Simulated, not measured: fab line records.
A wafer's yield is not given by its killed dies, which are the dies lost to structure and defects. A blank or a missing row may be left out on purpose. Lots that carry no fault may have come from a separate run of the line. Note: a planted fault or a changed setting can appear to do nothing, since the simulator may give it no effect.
fab line records | flow sky130
[record] lots = 12 | wafers = 36 | lastDay = 49
route steps=708 shown VIA2@522 VIA3@595 METAL4@631 METAL5@662 PAD_OPEN@708
lots with no fault: from the same line, run without faults
startH: hours from the record's first day to the start of the lot's first wafer shown | waitH: hours elapsed since this lot's preceding step | " repeats the value in the row above | L1.1+2: a single row standing in for several wafers | - no value, or no start was given | * or withheld: withheld | < > ~ a bound
route shown NAME@n: a module of which the file shows steps, and the number in the route of the first | usual: mean/standard deviation taken from wafers without a fault | same: alike in all rows | chamber/n: place in a boat | sites: readings site by site | _std_site: standard deviation of those values | _edge_site: inner sites' mean taken away from outer sites' mean | radiusMm: for every site, how far away it sits from the centre of the wafer | mask NAME#n: copy n | behind: the most recent tool/chamber to have shaped the wafer | hold: what put the lot on hold/how long, in hours/how the hold closed | device: names the non-switching transistor (n, p or np) | end of line: the tests these same wafers got at the end of their route | a step given without rows: its recipe and nothing more | killed: not the wafer's yield, but the dies lost to structure and defects at the first sort | map: a wafer's dies, x killed, . not, _ none there
set.NAME: the setting the step ran with; set.NAME@STEP: the setting that earlier step ran with | model.NAME: the simulator's own value behind a step, which no gauge read
a sample of lots followed through the steps of the route, with each step as a table and each wafer as a row
services: from which hour (startH, from the record's first day; less than 0 if before it) a tool's chamber was out of use, for how many hours, and why
[[steps]]
[step SKY_VIA2_ETCH_15]
[recipe] target = SiO2 | chemistry = C4F8/O2/Ar | targetDepthNm = 546 | stopOn = TiN | maskMaterial = KrF-thick | sourceW = 1500 | biasW = 1200 | pressureMtorr = 40 | c4f8FlowSccm = withheld | O2_flow_sccm = 6 | Ar_flow_sccm = 300 | timeS = 84
[usual] oesProductAu = 0.940/0.005
lot.wafer | tool       | chamber | startH | waitH | oesProductAu | rfHoursCounterH
L924.3    | rieDiel-04 | 0       | 848.37 | 0.0   | 0.937        | 4
L924.4    | "          | 3       | "      | "     | 0.932        | -
L924.5    | "          | 1       | "      | "     | 0.942        | -
L925.3    | rieDiel-03 | 2       | 851.86 | 0.0   | 0.945        | 19
L925.5    | "          | 0       | "      | "     | 0.948        | -
L925.6    | "          | 1       | "      | "     | 0.947        | -
L926.2    | rieDiel-01 | 2       | 856.41 | 0.0   | 0.935        | 18
L926.4    | "          | 0       | "      | "     | 0.942        | 24
L926.5    | "          | 0       | "      | "     | 0.938        | -
L928.1    | rieDiel-04 | 1       | 879.02 | 0.0   | 0.942        | 3
L928.3    | "          | 3       | "      | "     | 0.937        | 7
L928.6    | "          | 0       | "      | "     | 0.941        | -
L929.3    | rieDiel-03 | 3       | 886.96 | 0.0   | 0.929        | 12
L929.4    | "          | 3       | "      | "     | 0.942        | -
L929.5    | "          | 0       | "      | "     | 0.936        | -
L930.1    | rieDiel-04 | 0       | 887.91 | 0.0   | 0.946        | 5
L930.3    | "          | 1       | "      | "     | 0.939        | 3
L930.5    | "          | 2       | "      | "     | 0.934        | -
L931.2    | rieDiel-01 | 1       | 899.96 | 0.0   | 0.949        | 26
L931.3    | "          | 3       | "      | "     | 0.932        | 15
L931.6    | "          | 0       | "      | "     | 0.952        | -
L932.3    | rieDiel-01 | 2       | 909.07 | 0.0   | 0.949        | 20
L932.5    | "          | 1       | "      | "     | 0.937        | -
L932.6    | "          | 2       | "      | "     | 0.938        | -
L933.1    | rieDiel-04 | 0       | 914.32 | 0.0   | 0.940        | 6
L933.4    | "          | 1       | "      | "     | 0.945        | 4
L933.6    | "          | 0       | "      | "     | 0.934        | -
L935.1    | rieDiel-03 | 1       | 933.97 | 0.0   | 0.939        | 15
L935.2    | "          | 3       | "      | "     | 0.940        | 14
L935.6    | "          | 2       | "      | "     | 0.941        | -
L938.1    | rieDiel-03 | 2       | 952.18 | 0.0   | 0.947        | 22
L938.5    | "          | 1       | "      | "     | 0.928        | -
L938.6    | "          | 2       | "      | "     | 0.939        | -
L942.1    | rieDiel-03 | 3       | 982.31 | 0.0   | 0.943        | 15
L942.3    | "          | 0       | "      | "     | 0.936        | 17
L942.5    | "          | 1       | "      | "     | 0.934        | -
[step SKY_VIA3_RS_MEAS_22]
[recipe] thkMeasGauge = four-point-probe | reads = W_of_VIA3_CVD_21+TiN_of_VIA3_SPUTTER_20
[usual] VIA3_W_RS = 0.2953/0.0027
lot.wafer | tool         | chamber | startH  | waitH | VIA3_W_RS[ohm/sq]
L924.3    | filmMetro-03 | -       | 928.81  | 0.1   | 0.2973
L924.4    | "            | -       | "       | "     | 0.2947
L924.5    | "            | -       | "       | "     | 0.2956
L925.3    | filmMetro-04 | -       | 933.31  | 0.1   | 0.2943
L925.5    | "            | -       | "       | "     | 0.2957
L925.6    | "            | -       | "       | "     | 0.2948
L926.2    | filmMetro-04 | -       | 935.22  | 0.1   | 0.2922
L926.4    | "            | -       | "       | "     | 0.2930
L926.5    | "            | -       | "       | "     | 0.2935
L928.1    | filmMetro-04 | -       | 958.60  | 0.1   | 0.2966
L928.3    | "            | -       | "       | "     | 0.2953
L928.6    | "            | -       | "       | "     | 0.2944
L929.3    | filmMetro-03 | -       | 964.67  | 0.1   | 0.2965
L929.4    | "            | -       | "       | "     | 0.2992
L929.5    | "            | -       | "       | "     | 0.2954
L930.1    | filmMetro-01 | -       | 967.01  | 0.1   | 0.2984
L930.3    | "            | -       | "       | "     | 0.2940
L930.5    | "            | -       | "       | "     | 0.2963
L931.2    | filmMetro-04 | -       | 977.93  | 0.1   | 0.2942
L931.3    | "            | -       | "       | "     | 0.2979
L931.6    | "            | -       | "       | "     | 0.2993
L932.3    | filmMetro-04 | -       | 987.55  | 0.1   | 0.2947
L932.5    | "            | -       | "       | "     | 0.2932
L932.6    | "            | -       | "       | "     | 0.2930
L933.1    | filmMetro-04 | -       | 992.03  | 0.1   | 0.2993
L933.4    | "            | -       | "       | "     | 0.3000
L933.6    | "            | -       | "       | "     | 0.2958
L935.1    | filmMetro-03 | -       | 1010.71 | 0.1   | 0.2950
L935.2    | "            | -       | "       | "     | 0.2932
L935.6    | "            | -       | "       | "     | 0.2986
L938.1    | filmMetro-04 | -       | 1027.40 | 0.1   | 0.2967
L938.5    | "            | -       | "       | "     | 0.2941
L938.6    | "            | -       | "       | "     | 0.2965
L942.1    | filmMetro-01 | -       | 1056.59 | 0.1   | 0.2884
L942.3    | "            | -       | "       | "     | 0.2956
L942.5    | "            | -       | "       | "     | 0.2941
[step SKY_METAL4_DESCUM_15]
[recipe] chemistry = O2 | sourcePowerW = 150 | biasPowerW = 0 | pressureMtorr = 10 | tempC = 40 | timeS = 8
[usual] drypumpMotorCurrentA = 5.8/0.32 | oesProductAu = 1.002/0.0096
lot.wafer | tool        | chamber | startH  | waitH | drypumpMotorCurrentA | oesProductAu | rfHoursCounterH
L924.3    | rieMetal-03 | 1       | 978.38  | 0.0   | 5.8                  | 1.006        | -
L924.4    | "           | 1       | "       | "     | 5.8                  | 1.003        | -
L924.5    | "           | 1       | "       | "     | 5.8                  | 1.011        | -
L925.3    | rieMetal-01 | 0       | 982.02  | 0.0   | 5.7                  | 1.010        | -
L925.5    | "           | 1       | "       | "     | 5.5                  | 0.994        | -
L925.6    | "           | 0       | "       | "     | 5.7                  | 1.011        | -
L926.2    | rieMetal-02 | 1       | 985.91  | 0.0   | 5.8                  | 1.008        | 16
L926.4    | "           | 0       | "       | "     | 5.4                  | 0.999        | -
L926.5    | "           | 1       | "       | "     | 5.8                  | 1.024        | -
L928.1    | rieMetal-01 | 1       | 1005.99 | 0.0   | 5.4                  | 0.997        | 17
L928.3    | "           | 0       | "       | "     | 5.7                  | 1.004        | -
L928.6    | "           | 1       | "       | "     | 5.4                  | 1.001        | -
L929.3    | rieMetal-02 | 1       | 1013.05 | 0.0   | 5.8                  | 1.014        | -
L929.4    | "           | 0       | "       | "     | 5.5                  | 0.990        | -
L929.5    | "           | 1       | "       | "     | 5.8                  | 1.028        | -
L930.1    | rieMetal-02 | 0       | 1015.62 | 0.0   | 5.4                  | 0.999        | 9
L930.3    | "           | 1       | "       | "     | 5.9                  | 1.013        | -
L930.5    | "           | 0       | "       | "     | 5.4                  | 0.998        | -
L931.2    | rieMetal-01 | 0       | 1025.97 | 0.0   | 5.7                  | 1.004        | -
L931.3    | "           | 0       | "       | "     | 5.7                  | 1.008        | -
L931.6    | "           | 0       | "       | "     | 5.7                  | 0.995        | -
L932.3    | rieMetal-03 | 0       | 1035.42 | 0.0   | 6.4                  | 0.985        | -
L932.5    | "           | 1       | "       | "     | 5.8                  | 1.007        | -
L932.6    | "           | 0       | "       | "     | 6.4                  | 0.994        | -
L933.1    | rieMetal-03 | 1       | 1038.36 | 0.0   | 5.8                  | 1.001        | 7
L933.4    | "           | 0       | "       | "     | 6.4                  | 0.990        | -
L933.6    | "           | 1       | "       | "     | 5.8                  | 1.015        | -
L935.1    | rieMetal-01 | 0       | 1056.52 | 0.0   | 5.7                  | 1.017        | 0
L935.2    | "           | 1       | "       | "     | 5.5                  | 1.006        | 19
L935.6    | "           | 1       | "       | "     | 5.5                  | 1.003        | -
L938.1    | rieMetal-03 | 0       | 1072.37 | 0.0   | 6.4                  | 1.003        | 5
L938.5    | "           | 0       | "       | "     | 6.4                  | 0.987        | -
L938.6    | "           | 1       | "       | "     | 5.8                  | 1.010        | -
L942.1    | rieMetal-03 | 1       | 1100.25 | 0.0   | 5.8                  | 1.010        | 11
L942.3    | "           | 0       | "       | "     | 6.4                  | 0.994        | -
L942.5    | "           | 1       | "       | "     | 5.8                  | 1.011        | -
[step SKY_METAL5_SPUTTER_01]
[recipe] material = TiN | targetThkNm = 20 | powerW = 6500 | timeS = 16.7 | chamberPressurePa = 0.4
[usual] throttleValvePct = 30.5/1.2
lot.wafer | tool          | chamber | startH  | waitH | throttleValvePct
L924.3    | pvdSputter-04 | -       | 1004.65 | 0.0   | 29.9
L924.4    | "             | -       | "       | "     | 29.0
L924.5    | "             | -       | "       | "     | 29.0
L925.3    | pvdSputter-03 | -       | 1008.12 | 0.0   | 31.2
L925.5    | "             | -       | "       | "     | 30.9
L925.6    | "             | -       | "       | "     | 29.9
L926.2    | pvdSputter-04 | -       | 1012.76 | 0.0   | 28.8
L926.4    | "             | -       | "       | "     | 28.8
L926.5    | "             | -       | "       | "     | 29.5
L928.1    | pvdSputter-01 | -       | 1032.06 | 0.0   | 31.2
L928.3    | "             | -       | "       | "     | 28.7
L928.6    | "             | -       | "       | "     | 28.7
L929.3    | pvdSputter-03 | -       | 1039.16 | 0.0   | 30.9
L929.4    | "             | -       | "       | "     | 31.0
L929.5    | "             | -       | "       | "     | 30.3
L930.1    | pvdSputter-03 | -       | 1042.13 | 0.0   | 30.8
L930.3    | "             | -       | "       | "     | 31.0
L930.5    | "             | -       | "       | "     | 30.9
L931.2    | pvdSputter-03 | -       | 1052.95 | 0.0   | 30.1
L931.3    | "             | -       | "       | "     | 29.6
L931.6    | "             | -       | "       | "     | 30.4
L932.3    | pvdSputter-04 | -       | 1059.56 | 0.0   | 31.0
L932.5    | "             | -       | "       | "     | 32.5
L932.6    | "             | -       | "       | "     | 30.0
L933.1    | pvdSputter-01 | -       | 1063.05 | 0.0   | 31.9
L933.4    | "             | -       | "       | "     | 30.6
L933.6    | "             | -       | "       | "     | 30.7
L935.1    | pvdSputter-01 | -       | 1080.49 | 0.0   | 32.1
L935.2    | "             | -       | "       | "     | 30.9
L935.6    | "             | -       | "       | "     | 28.4
L938.1    | pvdSputter-01 | -       | 1096.25 | 0.0   | 28.6
L938.5    | "             | -       | "       | "     | 32.0
L938.6    | "             | -       | "       | "     | 30.8
L942.1    | pvdSputter-03 | -       | 1122.90 | 0.0   | 30.0
L942.3    | "             | -       | "       | "     | 29.5
L942.5    | "             | -       | "       | "     | 30.2
[step SKY_PAD_OPEN_PROBE_99]
[usual] defectLimitedYield = 82.8/1.8 | killed_at_M0_to_M3 = 43/6.3 | killed_at_M4_up = 3.1/1.9 | killedAtContacts = 24/5.1 | killedAtFrontEnd = 14/4.3 | killedAtOther = 0.3/0.53 | killedDies = 85/8.8 | killedOpen = 46/7.1 | killedShort = 38/5.9 | sort_bin_3_pad_short = 0.8/0.41 | sort_bin_5_function = 10.4/1.5 | sort_bin_6_memory = 6.1/1.1 | sortNPass = 407/8.8 | sortYieldPct = 82.8/1.8
[same] grossDies = 492 | killedAtBackSide = 0 | sort_bin_4_leakage[%] = 0 | sort_bin_8_speed[%] = 0
lot.wafer | tool      | chamber | startH  | waitH | defectLimitedYield[%] | killed_at_M0_to_M3 | killed_at_M4_up | killedAtContacts | killedAtFrontEnd | killedAtOther | killedDies | killedOpen | killedShort | sort_bin_3_pad_short[%] | sort_bin_5_function[%] | sort_bin_6_memory[%] | sortNPass | sortYieldPct[%]
L928.1    | prober-01 | -       | 1100.68 | 0.1   | 81.3                  | 37                 | 5               | 29               | 21               | 0             | 92         | 52         | 40          | 0.2                     | 12.4                   | 6.1                  | 400       | 81.3
L928.3    | prober-01 | -       | 1100.78 | 0.2   | 85.0                  | 41                 | 7               | 18               | 8                | 0             | 74         | 36         | 38          | 1.4                     | 10.2                   | 3.5                  | 418       | 85.0
L928.6    | prober-01 | -       | 1100.93 | 0.2   | 83.7                  | 39                 | 0               | 26               | 15               | 0             | 80         | 37         | 43          | 0.8                     | 10.2                   | 5.3                  | 412       | 83.7
L930.1    | prober-01 | -       | 1108.44 | 0.1   | 87.2                  | 32                 | 2               | 18               | 10               | 1             | 63         | 40         | 23          | 0.4                     | 7.5                    | 4.9                  | 429       | 87.2
L930.3    | prober-01 | -       | 1108.54 | 0.2   | 84.6                  | 38                 | 1               | 26               | 11               | 0             | 76         | 47         | 29          | 0.8                     | 9.6                    | 5.1                  | 416       | 84.6
L930.5    | prober-01 | -       | 1108.64 | 0.2   | 84.3                  | 41                 | 1               | 19               | 16               | 0             | 77         | 38         | 39          | 1.2                     | 8.7                    | 5.7                  | 415       | 84.3
L931.2    | prober-02 | -       | 1118.52 | 0.1   | 83.3                  | 43                 | 4               | 26               | 9                | 0             | 82         | 47         | 35          | 1.6                     | 10.6                   | 4.5                  | 410       | 83.3
L931.3    | prober-02 | -       | 1118.57 | 0.2   | 79.7                  | 49                 | 4               | 33               | 14               | 0             | 100        | 60         | 40          | 1.0                     | 12.4                   | 6.9                  | 392       | 79.7
L931.6    | prober-02 | -       | 1118.72 | 0.2   | 82.1                  | 55                 | 3               | 14               | 16               | 0             | 88         | 50         | 38          | 1.0                     | 10.4                   | 6.5                  | 404       | 82.1
L933.1    | prober-02 | -       | 1127.54 | 0.1   | 81.1                  | 53                 | 4               | 26               | 10               | 0             | 93         | 52         | 41          | 0.8                     | 11.4                   | 6.7                  | 399       | 81.1
L933.4    | prober-02 | -       | 1127.69 | 0.2   | 83.7                  | 49                 | 3               | 13               | 15               | 0             | 80         | 47         | 32          | 0.8                     | 9.3                    | 6.1                  | 412       | 83.7
L933.6    | prober-02 | -       | 1127.79 | 0.2   | 80.7                  | 40                 | 3               | 32               | 19               | 1             | 95         | 45         | 49          | 0.8                     | 12.6                   | 5.9                  | 397       | 80.7
L935.1    | prober-02 | -       | 1143.33 | 0.1   | 80.5                  | 47                 | 5               | 21               | 23               | 0             | 96         | 48         | 48          | 0.4                     | 12.2                   | 6.9                  | 396       | 80.5
L935.2    | prober-02 | -       | 1143.38 | 0.1   | 80.7                  | 46                 | 5               | 25               | 18               | 1             | 95         | 53         | 42          | 1.2                     | 12.0                   | 6.1                  | 397       | 80.7
L935.6    | prober-02 | -       | 1143.58 | 0.2   | 82.5                  | 44                 | 4               | 20               | 18               | 0             | 86         | 44         | 42          | 1.0                     | 9.6                    | 6.9                  | 406       | 82.5
L938.1    | prober-01 | -       | 1157.00 | 0.1   | 77.4                  | 71                 | 1               | 24               | 15               | 0             | 111        | 41         | 38          | 2.8                     | 14.2                   | 5.5                  | 381       | 77.4
L938.5    | prober-01 | -       | 1157.20 | 0.2   | 77.2                  | 72                 | 2               | 26               | 11               | 1             | 112        | 40         | 32          | 4.5                     | 14.8                   | 3.5                  | 380       | 77.2
L938.6    | prober-01 | -       | 1157.25 | 0.2   | 77.8                  | 68                 | 4               | 23               | 14               | 0             | 109        | 38         | 38          | 3.7                     | 14.0                   | 4.5                  | 383       | 77.8
L942.1    | prober-01 | -       | 1179.32 | 0.1   | 73.2                  | 105                | 4               | 13               | 10               | 0             | 132        | 34         | 32          | 4.9                     | 15.7                   | 6.3                  | 360       | 73.2
L942.3    | prober-01 | -       | 1179.42 | 0.2   | 72.6                  | 99                 | 1               | 22               | 13               | 0             | 135        | 34         | 39          | 3.7                     | 16.1                   | 7.7                  | 357       | 72.6
L942.5    | prober-01 | -       | 1179.52 | 0.2   | 77.0                  | 75                 | 2               | 22               | 14               | 0             | 113        | 41         | 30          | 3.5                     | 13.8                   | 5.7                  | 379       | 77.0
// killed by level:class
L928.1 VIA1:geometricParticle:open=9 LI_CONTACT:geometricParticle:open=8 CONTACT:geometricParticle:open=8 VIA3:geometricParticle:open=7 CONTACT:geometricParticle:short=6 POLY_GATE:geometricParticle:open=5 POLY_GATE:geometricParticle:short=5 METAL3:geometricParticle:short=5
L928.3 VIA3:geometricParticle:open=7 VIA2:geometricParticle:open=6 METAL4:geometricParticle:short=6 METAL1:geometricParticle:short=5 VIA1:geometricParticle:open=5 VIA2:geometricParticle:short=4 CONTACT:geometricParticle:open=4 LI_CONTACT:geometricParticle:open=4
L928.6 CONTACT:geometricParticle:short=6 METAL1:geometricParticle:short=6 VIA3:geometricParticle:short=6 LOCAL_INTERCONNECT:geometricParticle:short=5 METAL2:geometricParticle:short=5 VIA2:geometricParticle:open=5 VIA3:geometricParticle:open=5 LI_CONTACT:geometricParticle:short=4
L930.1 LI_CONTACT:geometricParticle:open=10 VIA1:geometricParticle:open=8 VIA3:geometricParticle:open=5 FIELD_ISO:geometricParticle:open=4 VIA2:geometricParticle:open=4 CONTACT:geometricParticle:open=4 METAL2:geometricParticle:short=4 FIELD_ISO:geometricParticle:short=3
L930.3 VIA1:geometricParticle:open=13 LI_CONTACT:geometricParticle:open=7 CONTACT:geometricParticle:open=7 VIA3:geometricParticle:open=6 LI_CONTACT:geometricParticle:short=5 CONTACT:geometricParticle:short=5 FIELD_ISO:geometricParticle:open=4 POLY_GATE:geometricParticle:open=4
L930.5 METAL2:geometricParticle:short=9 LI_CONTACT:geometricParticle:open=7 METAL3:geometricParticle:short=6 CONTACT:geometricParticle:open=6 VIA1:geometricParticle:open=6 METAL1:geometricParticle:short=5 VIA3:geometricParticle:open=5 FIELD_ISO:geometricParticle:short=4
L931.2 CONTACT:geometricParticle:short=8 VIA1:geometricParticle:open=7 VIA2:geometricParticle:open=7 VIA3:geometricParticle:open=7 LI_CONTACT:geometricParticle:open=6 CONTACT:geometricParticle:open=6 LOCAL_INTERCONNECT:geometricParticle:short=5 VIA1:geometricParticle:short=5
L931.3 CONTACT:geometricParticle:open=12 VIA1:geometricParticle:open=11 VIA2:geometricParticle:open=10 LI_CONTACT:geometricParticle:open=8 VIA1:geometricParticle:short=7 LOCAL_INTERCONNECT:geometricParticle:short=6 METAL2:geometricParticle:short=6 VIA3:geometricParticle:open=4
L931.6 VIA1:geometricParticle:open=19 VIA1:geometricParticle:short=8 METAL1:geometricParticle:short=8 METAL2:geometricParticle:short=7 FIELD_ISO:geometricParticle:open=6 VIA2:geometricParticle:open=6 LI_CONTACT:geometricParticle:open=5 CONTACT:geometricParticle:open=4
L933.1 VIA1:geometricParticle:open=13 CONTACT:geometricParticle:open=11 METAL1:geometricParticle:short=9 METAL2:geometricParticle:short=9 VIA2:geometricParticle:open=8 FIELD_ISO:geometricParticle:open=5 LOCAL_INTERCONNECT:geometricParticle:short=5 LI_CONTACT:geometricParticle:open=5
L933.4 VIA1:geometricParticle:open=13 VIA1:geometricParticle:short=8 CONTACT:geometricParticle:open=8 VIA2:geometricParticle:open=6 METAL1:geometricParticle:short=6 FIELD_ISO:geometricParticle:open=5 VIA2:geometricParticle:short=5 POLY_GATE:geometricParticle:short=4
L933.6 LI_CONTACT:geometricParticle:open=10 CONTACT:geometricParticle:open=10 METAL1:geometricParticle:short=10 VIA1:geometricParticle:open=8 POLY_GATE:geometricParticle:short=6 VIA3:geometricParticle:open=6 LOCAL_INTERCONNECT:geometricParticle:short=6 FIELD_ISO:geometricParticle:short=5
L935.1 FIELD_ISO:geometricParticle:short=10 VIA1:geometricParticle:open=9 VIA2:geometricParticle:open=8 CONTACT:geometricParticle:open=8 VIA3:geometricParticle:open=7 METAL1:geometricParticle:short=5 LOCAL_INTERCONNECT:geometricParticle:short=5 FIELD_ISO:geometricParticle:open=4
L935.2 CONTACT:geometricParticle:open=11 METAL2:geometricParticle:short=8 VIA3:geometricParticle:open=8 VIA1:geometricParticle:short=7 VIA1:geometricParticle:open=7 LI_CONTACT:geometricParticle:open=6 VIA2:geometricParticle:open=6 CONTACT:geometricParticle:short=5
L935.6 VIA1:geometricParticle:open=7 CONTACT:geometricParticle:open=7 VIA3:geometricParticle:open=7 LI_CONTACT:geometricParticle:open=6 METAL2:geometricParticle:short=6 VIA1:geometricParticle:short=5 SPACER:geometricParticle:short=5 VIA3:geometricParticle:short=5
L938.1 VIA2:unspecified=32 VIA1:geometricParticle:open=12 CONTACT:geometricParticle:short=9 CONTACT:geometricParticle:open=7 FIELD_ISO:geometricParticle:open=6 FIELD_ISO:geometricParticle:short=5 VIA2:geometricParticle:open=5 VIA3:geometricParticle:short=4
L938.5 VIA2:unspecified=40 LI_CONTACT:geometricParticle:open=9 CONTACT:geometricParticle:open=8 VIA1:geometricParticle:open=7 METAL2:geometricParticle:short=5 LOCAL_INTERCONNECT:geometricParticle:short=4 METAL1:geometricParticle:short=4 FIELD_ISO:geometricParticle:short=3
L938.6 VIA2:unspecified=33 VIA3:geometricParticle:open=8 CONTACT:geometricParticle:open=5 LI_CONTACT:geometricParticle:open=5 VIA1:geometricParticle:short=5 VIA2:geometricParticle:open=5 LI_CONTACT:geometricParticle:short=4 METAL2:geometricParticle:short=4
L942.1 VIA2:unspecified=66 METAL2:geometricParticle:short=7 VIA1:geometricParticle:open=6 METAL1:geometricParticle:short=6 LOCAL_INTERCONNECT:geometricParticle:short=4 VIA3:geometricParticle:open=4 FIELD_ISO:geometricParticle:open=3 LI_CONTACT:geometricParticle:open=3
L942.3 VIA2:unspecified=62 CONTACT:geometricParticle:open=7 VIA1:geometricParticle:short=7 FIELD_ISO:geometricParticle:short=6 LI_CONTACT:geometricParticle:open=6 VIA1:geometricParticle:open=5 VIA2:geometricParticle:open=5 VIA3:geometricParticle:open=5
L942.5 VIA2:unspecified=42 CONTACT:geometricParticle:open=9 VIA2:geometricParticle:open=7 VIA1:geometricParticle:open=6 FIELD_ISO:geometricParticle:short=4 LI_CONTACT:geometricParticle:open=4 VIA3:geometricParticle:open=4 METAL2:geometricParticle:short=4
[[services]]
tool          | chamber | startH  | hours | kind
rieDiel-04    | 2       | 842.39  | 7.5   | repair
rieMetal-01   | -       | 850.31  | 1.0   | repair
rieDiel-04    | 2       | 854.87  | 1.9   | repair
rieDiel-04    | 1       | 861.82  | 5.2   | repair
rieDiel-03    | 1       | 862.36  | 25.6  | repair
rieMetal-01   | -       | 866.07  | 0.2   | repair
rieDiel-04    | 0       | 880.77  | 4.7   | repair
rieDiel-03    | -       | 881.04  | 0.2   | repair
pvdSputter-03 | -       | 891.88  | 2.8   | repair
rieDiel-04    | 3       | 898.14  | 1.9   | repair
rieDiel-03    | 3       | 907.79  | 4.5   | repair
rieDiel-03    | 0       | 923.08  | 4.2   | repair
rieMetal-03   | -       | 945.81  | 0.8   | repair
rieDiel-04    | 0       | 956.46  | 6.5   | repair
rieDiel-04    | 2       | 961.79  | 48.2  | repair
rieDiel-04    | 1       | 975.80  | 12.0  | repair
rieDiel-03    | 2       | 976.40  | 111.1 | repair
rieDiel-04    | 2       | 1013.74 | 34.3  | repair
rieMetal-01   | 1       | 1014.26 | 18.6  | repair
pvdSputter-03 | -       | 1016.42 | 6.8   | repair
pvdSputter-01 | -       | 1020.79 | 7.9   | repair
rieMetal-03   | -       | 1028.15 | 1.4   | pm
rieDiel-03    | -       | 1099.51 | 0.1   | repair
rieDiel-03    | 1       | 1118.97 | 1.8   | repair
[[key]]
[firstSign] step = SKY_PAD_OPEN_PROBE_99 | reading = sort_bin_3_pad_short | direction = up | sigmas = 7.5 | usual = 0.8 | struck = 3.8
[effect] step = SKY_PAD_OPEN_PROBE_99 | reading = killed_at_M0_to_M3 | direction = up | sigmas = 6.1 | usual = 43 | struck = 82
metAt SKY_VIA2_ETCH_15
struckLots L938,L942
notActingAt SKY_VIA3_RS_MEAS_22,SKY_METAL4_DESCUM_15,SKY_METAL5_SPUTTER_01
onsetBetween 933.97 952.18
alsoFits time
[fault] kind = chamberParticleSource | tool = rieDiel-03 | chamber = - | onsetH = 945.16 | steps = SKY_VIA2_ETCH_15 | ratePerVisitCm2 = 1.7127 | endH = 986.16
